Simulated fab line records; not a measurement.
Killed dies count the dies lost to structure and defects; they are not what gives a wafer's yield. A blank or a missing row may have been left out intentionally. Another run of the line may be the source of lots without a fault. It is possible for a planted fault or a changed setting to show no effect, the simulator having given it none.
Chamber matching | flow sfq_line | cmp-01 running SFQ_TRILAYER_I6_CMP_CMP_166: 4 sister chambers
The step polishes SiO2. 14 wafers are shown with their chamber, then 7 later ones without.

== WAFERS PAIRED WITH THEIR CHAMBERS ==
wafer  | chamber | motor_current_A (A) | time_to_endpoint_s (s) | edge_zone_pressure_frac
L898.2 | 2       | 11.2                | 207                    | 1.002
L898.1 | 0       | 11.6                | 207                    | 1.011
L898.6 | 2       | 10.6                | 215                    | 0.996
L901.2 | 3       | 10.8                | 218                    | 1.010
L901.4 | 0       | 10.9                | 202                    | 1.010
L901.5 | 2       | 11.3                | 207                    | 1.003
L904.1 | 2       | 11.6                | 203                    | 1.009
L904.5 | 3       | 10.9                | 226                    | 1.008
L904.6 | 0       | 11.6                | 209                    | 1.007
L905.2 | 1       | 9.5                 | 223                    | 0.997
L905.1 | 3       | 10.8                | 223                    | 0.991
L905.5 | 1       | 9.3                 | 220                    | 1.002
L913.3 | 0       | 11.3                | 208                    | 1.007
L913.5 | 3       | 11.7                | 226                    | 0.996

SIGNATURES (averages over the wafers above)
reading                 | chamber 0 | chamber 1 | chamber 2 | chamber 3 | scatter within a chamber
motor_current_A         | 11.350    | 9.400     | 11.175    | 11.050    | 0.38
time_to_endpoint_s      | 206.50    | 221.50    | 208.00    | 223.25    | 3.9
edge_zone_pressure_frac | 1.00875   | 0.99950   | 1.00250   | 1.00125   | 0.00604
Rule: a wafer's distance from a chamber is the root of the sum, over the readings, of the square of ((its reading less the chamber's mean) divided by the reading's scatter). The wafer belongs to the nearest chamber; if the next one is less than 2 further off, it can't be placed. The scatter: take each reading less its chamber's mean, square it, sum over the shown wafers, divide by the number of wafers less the number of chambers, and take the root.

== WAFERS MISSING THEIR CHAMBER ==
wafer  | motor_current_A (A) | time_to_endpoint_s (s) | edge_zone_pressure_frac
L913.6 | 11.7                | 214                    | 1.003
L915.1 | 9.7                 | 219                    | 1.000
L915.2 | 11.4                | 216                    | 0.994
L915.5 | 11.8                | 224                    | 1.003
L916.2 | 9.4                 | 209                    | 0.991
L916.3 | 11.4                | 205                    | 1.000
L916.5 | 9.5                 | 218                    | 1.001

== EACH ONE'S CHAMBER ==
wafer  | from the rows above          | in truth
L913.6 | can't be placed: 2 or 0 or 3 | 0
L915.1 | 1                            | 1
L915.2 | can't be placed: 3 or 2 or 0 | 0
L915.5 | 3                            | 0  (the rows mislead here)
L916.2 | can't be placed: 1 or 2      | 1
L916.3 | can't be placed: 2 or 0      | 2
L916.5 | 1                            | 1
Placed correctly: 2 of 7. Unplaceable from these rows: 4, with the true chamber sitting among the candidates in 4. 1 placed wrongly.
